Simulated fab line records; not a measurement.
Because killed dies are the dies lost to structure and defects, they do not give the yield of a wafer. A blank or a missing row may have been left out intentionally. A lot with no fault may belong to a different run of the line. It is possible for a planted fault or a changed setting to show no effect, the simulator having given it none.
Split-lot study :: flow gf180mcu :: route with 602 steps; 5 lots, 23 wafers read

## THE SPLIT ITSELF
At GF_NSD_COAT_02 (resist thk 1000 nm), the setting resist thk nm was moved away from the recipe's 1000 nm on 4 of the 23 wafers read, by -5.9% to -5.7%. All remaining wafers had this setting at the recipe value.

## FROM THE SPLIT TO THE READING: what the file shows between them, 4 steps
- GF_NSD_SOFTBAKE_03: time 60 s
- GF_NSD_EXPOSE_04: exposes mask Nplus, target cd 400 nm
- GF_NSD_PEB_05
- GF_NSD_DEVELOP_06: develop time 62.17 s

## THE READING
cd nm, in nm, at GF_NSD_CD_MEAS_07 (target cd 400 nm). Typical for fault-free wafers on this fab line: 400.7 nm, with standard deviation 2 nm.

wafer: L074.1
tool, chamber at the split: litho track-02, 0
resist thk nm as run, nm: 943.1
against the recipe: -5.7%
cd nm, nm: 404.4
against lot-mates on the recipe: +5.0

wafer: L074.2
tool, chamber at the split: litho track-02, 0
resist thk nm as run, nm: 1000
against the recipe: recipe
cd nm, nm: 400.6
against lot-mates on the recipe: -

wafer: L074.3
tool, chamber at the split: litho track-02, 0
resist thk nm as run, nm: 943.1
against the recipe: -5.7%
cd nm, nm: 403.9
against lot-mates on the recipe: +4.5

wafer: L074.4
tool, chamber at the split: litho track-02, 0
resist thk nm as run, nm: 1000
against the recipe: recipe
cd nm, nm: 398.8
against lot-mates on the recipe: -

wafer: L074.6
tool, chamber at the split: litho track-02, 0
resist thk nm as run, nm: 1000
against the recipe: recipe
cd nm, nm: 398.7
against lot-mates on the recipe: -

wafer: L077.1
tool, chamber at the split: litho track-04, 0
resist thk nm as run, nm: 1000
against the recipe: recipe
cd nm, nm: 402.2
against lot-mates on the recipe: -

wafer: L077.2
tool, chamber at the split: litho track-04, 0
resist thk nm as run, nm: 1000
against the recipe: recipe
cd nm, nm: 400.2
against lot-mates on the recipe: -

wafer: L077.4
tool, chamber at the split: litho track-04, 0
resist thk nm as run, nm: 1000
against the recipe: recipe
cd nm, nm: 401.3
against lot-mates on the recipe: -

wafer: L077.5
tool, chamber at the split: litho track-04, 0
resist thk nm as run, nm: 1000
against the recipe: recipe
cd nm, nm: 401.0
against lot-mates on the recipe: -

wafer: L077.6
tool, chamber at the split: litho track-04, 0
resist thk nm as run, nm: 1000
against the recipe: recipe
cd nm, nm: 400.8
against lot-mates on the recipe: -

wafer: L081.2
tool, chamber at the split: litho track-03, 0
resist thk nm as run, nm: 1000
against the recipe: recipe
cd nm, nm: 403.6
against lot-mates on the recipe: -

wafer: L081.4
tool, chamber at the split: litho track-03, 0
resist thk nm as run, nm: 1000
against the recipe: recipe
cd nm, nm: 403.9
against lot-mates on the recipe: -

wafer: L081.6
tool, chamber at the split: litho track-03, 0
resist thk nm as run, nm: 1000
against the recipe: recipe
cd nm, nm: 401.6
against lot-mates on the recipe: -

wafer: L082.1
tool, chamber at the split: litho track-03, 0
resist thk nm as run, nm: 1000
against the recipe: recipe
cd nm, nm: 401.6
against lot-mates on the recipe: -

wafer: L082.3
tool, chamber at the split: litho track-03, 0
resist thk nm as run, nm: 1000
against the recipe: recipe
cd nm, nm: 402.5
against lot-mates on the recipe: -

wafer: L082.4
tool, chamber at the split: litho track-03, 0
resist thk nm as run, nm: 941.1
against the recipe: -5.9%
cd nm, nm: 408.9
against lot-mates on the recipe: +6.7

wafer: L082.5
tool, chamber at the split: litho track-03, 0
resist thk nm as run, nm: 941.1
against the recipe: -5.9%
cd nm, nm: 411.9
against lot-mates on the recipe: +9.7

wafer: L082.6
tool, chamber at the split: litho track-03, 0
resist thk nm as run, nm: 1000
against the recipe: recipe
cd nm, nm: 402.5
against lot-mates on the recipe: -

wafer: L085.1
tool, chamber at the split: litho track-04, 0
resist thk nm as run, nm: 1000
against the recipe: recipe
cd nm, nm: 398.9
against lot-mates on the recipe: -

wafer: L085.2
tool, chamber at the split: litho track-04, 0
resist thk nm as run, nm: 1000
against the recipe: recipe
cd nm, nm: 398.3
against lot-mates on the recipe: -

wafer: L085.3
tool, chamber at the split: litho track-04, 0
resist thk nm as run, nm: 1000
against the recipe: recipe
cd nm, nm: 399.5
against lot-mates on the recipe: -

wafer: L085.4
tool, chamber at the split: litho track-04, 0
resist thk nm as run, nm: 1000
against the recipe: recipe
cd nm, nm: 399.8
against lot-mates on the recipe: -

wafer: L085.6
tool, chamber at the split: litho track-04, 0
resist thk nm as run, nm: 1000
against the recipe: recipe
cd nm, nm: 397.1
against lot-mates on the recipe: -

THE FIT
A straight line over all 23 wafers: cd nm changes by -1.15 nm for each +1% of resist thk nm; r = -0.77; the points scatter about the line by 2.2 nm.
The same after taking each lot's own level away (the mean of its wafers on the recipe; 23 wafers): -1.13 nm for each +1%; r = -0.91; scatter 1.1 nm.
According to that fit, moving resist thk nm by its largest amount changes the reading by 6.6 nm.
From 398.72 to 403.03 nm: that is the span of the lots' own levels, equal to 2.2 times the standard deviation above.
So the lot-to-lot level blurs the effect unless lot-mates are compared.
Check: with one of the wafers moved furthest among these (-5.9%) left out of the fit, the line predicts +6.61 nm for it against its lot-mates. It came out at +6.7 nm against them.

## THE WHOLE CHAIN: every reading that the file lists as answering this split, in the file's order
step: GF_NSD_COAT_02
what it does: resist thk 1000 nm
reading: NOVOLAK_of_NSD_COAT_02.thk nm (the simulator's own value, which no gauge read)
change (the file's fit): +9.98 nm for each +1% of the setting
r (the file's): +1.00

step: GF_NSD_DEVELOP_06
what it does: develop time 62.17 s
reading: NSD.cd nm (the simulator's own value, which no gauge read)
change (the file's fit): -1.11 nm for each +1% of the setting
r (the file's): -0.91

step: GF_NSD_CD_MEAS_07
what it does: target cd 400 nm
reading: cd nm
change (the file's fit): -1.12 nm for each +1% of the setting
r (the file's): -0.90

step: GF_NSD_STRIP_11
what it does: strips in O2/N2
reading: strip time to endpoint s
change (the file's fit): withheld for each +1% of the setting
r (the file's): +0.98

## FILE'S OWN FIT
cd nm changes by -1.12 nm for each +1% of resist thk nm, r = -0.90.
